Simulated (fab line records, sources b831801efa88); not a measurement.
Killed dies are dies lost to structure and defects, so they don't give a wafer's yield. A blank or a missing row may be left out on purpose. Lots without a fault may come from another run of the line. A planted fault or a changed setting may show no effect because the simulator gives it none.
Which tool did it? | flow sky130 | 10 lots, 30 wafers sampled, at 7 steps of a route of 708

WHAT THE GAUGES READ, wafer by wafer
SKY_VIA1_CD_MEAS_12: target cd 150 nm. Usual: cd_nm 150.6 nm, standard deviation 1.6.
lot  | measured     | on        | cd_nm (nm)        | flag
L342 | day 34 04:36 | cd_sem-01 | 152.5 151.5 151.2 |
L343 | day 34 12:04 | cd_sem-01 | 149.5 151.9 150.4 |
L349 | day 36 10:13 | cd_sem-01 | 149.5 151.0 150.7 |
L350 | day 37 07:36 | cd_sem-02 | 152.0 151.9 153.3 |
L357 | day 39 01:35 | cd_sem-02 | 153.4 152.1 152.0 |
L359 | day 39 19:53 | cd_sem-01 | 151.4 150.0 148.8 |
L361 | day 40 13:41 | cd_sem-02 | 151.6 151.3 153.0 |
L362 | day 40 16:53 | cd_sem-02 | 149.3 148.8 148.8 |
L364 | day 40 19:19 | cd_sem-02 | 151.4 150.4 149.2 |
L363 | day 40 22:03 | cd_sem-01 | 151.4 152.9 152.4 |

SKY_VIA3_BOW_MEAS_03. Usual: VIA3_BOW 79 um, standard deviation 6.3.
lot  | measured     | on            | VIA3_BOW (um)  | flag
L342 | day 38 19:05 | film_metro-02 | 86 80 87       |
L343 | day 39 02:14 | film_metro-03 | 79 72 68       |
L349 | day 40 20:34 | film_metro-03 | 66 78 65 - - - |
L350 | day 41 16:42 | film_metro-03 | 79 72 82       |
L357 | day 43 06:23 | film_metro-02 | 82 75 87       |
L359 | day 44 00:15 | film_metro-01 | 70 81 70       |
L361 | day 44 17:05 | film_metro-01 | 89 82 72       |
L362 | day 44 19:37 | film_metro-03 | 73 91 82       |
L364 | day 44 21:19 | film_metro-01 | 79 84 68       |
L363 | day 45 00:41 | film_metro-02 | 70 66 88       |

SKY_VIA4_BOW_MEAS_03. Usual: VIA4_BOW 79 um, standard deviation 6.5.
lot  | measured     | on            | VIA4_BOW (um)  | flag
L342 | day 41 23:10 | film_metro-01 | 80 77 83       |
L343 | day 42 06:18 | film_metro-04 | 81 74 69       |
L349 | day 43 21:47 | film_metro-01 | 64 75 62 - - - |
L350 | day 44 18:03 | film_metro-04 | 77 70 81       |
L357 | day 46 03:42 | film_metro-01 | 82 76 87       |
L359 | day 46 19:55 | film_metro-03 | 72 84 73       |
L361 | day 47 11:00 | film_metro-01 | 92 86 78       |
L362 | day 47 13:17 | film_metro-03 | 72 91 82       |
L364 | day 47 14:26 | film_metro-04 | 82 86 69       |
L363 | day 47 20:02 | film_metro-03 | 68 64 87       |

WHICH TOOL RAN EACH LOT (tool, then ch and the chambers of the sampled wafers, then the start)
lot  | SKY_METAL1_SPUTTER_04        | SKY_METAL1_DESCUM_17              | SKY_METAL3_SPUTTER_04        | SKY_METAL3_METAL_ETCH_18
L342 | pvd_sputter-01, day 31 20:21 | rie_metal-02 ch 1, day 33 00:33   | pvd_sputter-02, day 36 13:49 | rie_metal-02 ch 0,1, day 38 17:47
L343 | pvd_sputter-02, day 32 04:58 | rie_metal-04 ch 0,1, day 33 08:26 | pvd_sputter-01, day 36 20:55 | rie_metal-03 ch 0,1, day 39 00:44
L349 | pvd_sputter-01, day 34 04:51 | rie_metal-04 ch 0,1, day 35 06:53 | pvd_sputter-02, day 38 17:07 | rie_metal-02 ch 0,1, day 40 19:15
L350 | pvd_sputter-01, day 35 03:31 | rie_metal-04 ch 0,1, day 36 05:05 | pvd_sputter-02, day 39 14:22 | rie_metal-03 ch 0,1, day 41 15:20
L357 | pvd_sputter-01, day 36 21:32 | rie_metal-04 ch 0,1, day 37 23:18 | pvd_sputter-04, day 41 06:33 | rie_metal-01 ch 0,1, day 43 05:05
L359 | pvd_sputter-01, day 37 16:55 | rie_metal-04 ch 0,1, day 38 18:20 | pvd_sputter-04, day 42 00:56 | rie_metal-02 ch 0,1, day 43 22:57
L361 | pvd_sputter-01, day 38 10:27 | rie_metal-01 ch 0,1, day 39 11:58 | pvd_sputter-02, day 42 18:09 | rie_metal-03 ch 0,1, day 44 15:45
L362 | pvd_sputter-04, day 38 14:39 | rie_metal-04 ch 1, day 39 15:29   | pvd_sputter-02, day 42 20:00 | rie_metal-03 ch 0,1, day 44 18:14
L364 | pvd_sputter-02, day 38 17:48 | rie_metal-01 ch 1, day 39 18:23   | pvd_sputter-02, day 42 22:52 | rie_metal-03 ch 1, day 44 19:58
L363 | pvd_sputter-01, day 38 20:09 | rie_metal-01 ch 0,1, day 39 20:38 | pvd_sputter-04, day 43 02:13 | rie_metal-03 ch 0,1, day 44 23:20
- SKY_METAL1_SPUTTER_04: material TiN, target thk 70 nm, time 58.3 s.
- SKY_METAL1_DESCUM_17: chemistry O2, time 8 s.
- SKY_METAL3_SPUTTER_04: material TiN, target thk 70 nm, time 58.3 s.
- SKY_METAL3_METAL_ETCH_18: etches the open film in Cl2/BCl3, stops on SiO2, target depth 845 nm, time 183.1 s.

WHAT THE TOOLS THEMSELVES READ (means of the sampled wafers that have a number; where no wafer has one, the mark that the record gives instead)
SKY_METAL1_SPUTTER_04. Usual: throttle_valve_pct 29.3 %, standard deviation 0.97.
lot  | tool           | throttle_valve_pct (%) | flag
L342 | pvd_sputter-01 | 28.9                   |
L343 | pvd_sputter-02 | 28.9                   |
L349 | pvd_sputter-01 | 28.5                   |
L350 | pvd_sputter-01 | 28.5                   |
L357 | pvd_sputter-01 | 29.8                   |
L359 | pvd_sputter-01 | 29.2                   |
L361 | pvd_sputter-01 | 28.3                   |
L362 | pvd_sputter-04 | 30.0                   |
L364 | pvd_sputter-02 | 28.2                   |
L363 | pvd_sputter-01 | 28.9                   |

SKY_METAL1_DESCUM_17. Usual: drypump_motor_current_A 5.5 A, standard deviation 0.45; oes_product_au 0.999 a.u., standard deviation 0.0085; temp_c 40.00 C, standard deviation 0.11.
lot  | tool         | drypump_motor_current_A (A) | oes_product_au (a.u.) | temp_c (C) | flag
L342 | rie_metal-02 | 5.8                         | 0.998                 | 39.95      |
L343 | rie_metal-04 | 5.3                         | 0.995                 | 39.94      |
L349 | rie_metal-04 | 5.2                         | 0.997                 | 40.09      |
L350 | rie_metal-04 | 5.5                         | 0.998                 | 40.06      |
L357 | rie_metal-04 | 5.3                         | 0.989                 | 40.07      |
L359 | rie_metal-04 | 5.3                         | 0.999                 | 39.89      |
L361 | rie_metal-01 | 5.6                         | 0.991                 | 40.00      |
L362 | rie_metal-04 | 5.0                         | 0.997                 | 39.99      |
L364 | rie_metal-01 | 6.4                         | 0.998                 | 39.90      |
L363 | rie_metal-01 | 5.6                         | 0.985                 | 39.93      |

SKY_METAL3_SPUTTER_04. Usual: throttle_valve_pct 29.4 %, standard deviation 0.97.
lot  | tool           | throttle_valve_pct (%) | flag
L342 | pvd_sputter-02 | 28.7                   |
L343 | pvd_sputter-01 | 28.8                   |
L349 | pvd_sputter-02 | 28.7                   |
L350 | pvd_sputter-02 | 28.5                   |
L357 | pvd_sputter-04 | 29.9                   |
L359 | pvd_sputter-04 | 30.5                   |
L361 | pvd_sputter-02 | 28.3                   |
L362 | pvd_sputter-02 | 29.3                   |
L364 | pvd_sputter-02 | 28.8                   |
L363 | pvd_sputter-04 | 30.1                   |

SKY_METAL3_METAL_ETCH_18. Usual: drypump_motor_current_A 5.8 A, standard deviation 0.38; oes_product_au 0.868 a.u., standard deviation 0.0054; throttle_valve_pct 22.263 %, standard deviation 0.009.
lot  | tool         | drypump_motor_current_A (A) | oes_product_au (a.u.) | throttle_valve_pct (%) | flag
L342 | rie_metal-02 | 5.7                         | 0.864                 | 22.259                 |
L343 | rie_metal-03 | 5.9                         | 0.862                 | 22.279                 |
L349 | rie_metal-02 | 5.8                         | 0.854                 | 22.257                 |
L350 | rie_metal-03 | 5.9                         | 0.867                 | 22.261                 |
L357 | rie_metal-01 | 6.0                         | 0.864                 | 22.263                 |
L359 | rie_metal-02 | 5.8                         | 0.865                 | 22.258                 |
L361 | rie_metal-03 | 5.9                         | 0.866                 | 22.261                 |
L362 | rie_metal-03 | 5.9                         | 0.874                 | 22.259                 |
L364 | rie_metal-03 | 6.1                         | 0.863                 | 22.264                 |
L363 | rie_metal-03 | 5.6                         | 0.875                 | 22.248                 |

THE ANSWER, worked out from the rows above alone
Rule: a lot is off if the mean of its wafers that have a number lies more than 3 standard deviations from the usual mean. A lot without any number at a reading at which 4 lots or more have one is off too. The other lots that the step has rows for count as sound. The gauges are gone through in route order, then the tools' own readings, and for those a lot's mean is taken as printed above. The first step at which some lot is off is used, and at that step the reading that is off furthest; a lot without a number counts as furthest.
No lot is off at any reading shown: from this, nothing can be told.

WHAT THE SIMULATOR HAD PUT IN
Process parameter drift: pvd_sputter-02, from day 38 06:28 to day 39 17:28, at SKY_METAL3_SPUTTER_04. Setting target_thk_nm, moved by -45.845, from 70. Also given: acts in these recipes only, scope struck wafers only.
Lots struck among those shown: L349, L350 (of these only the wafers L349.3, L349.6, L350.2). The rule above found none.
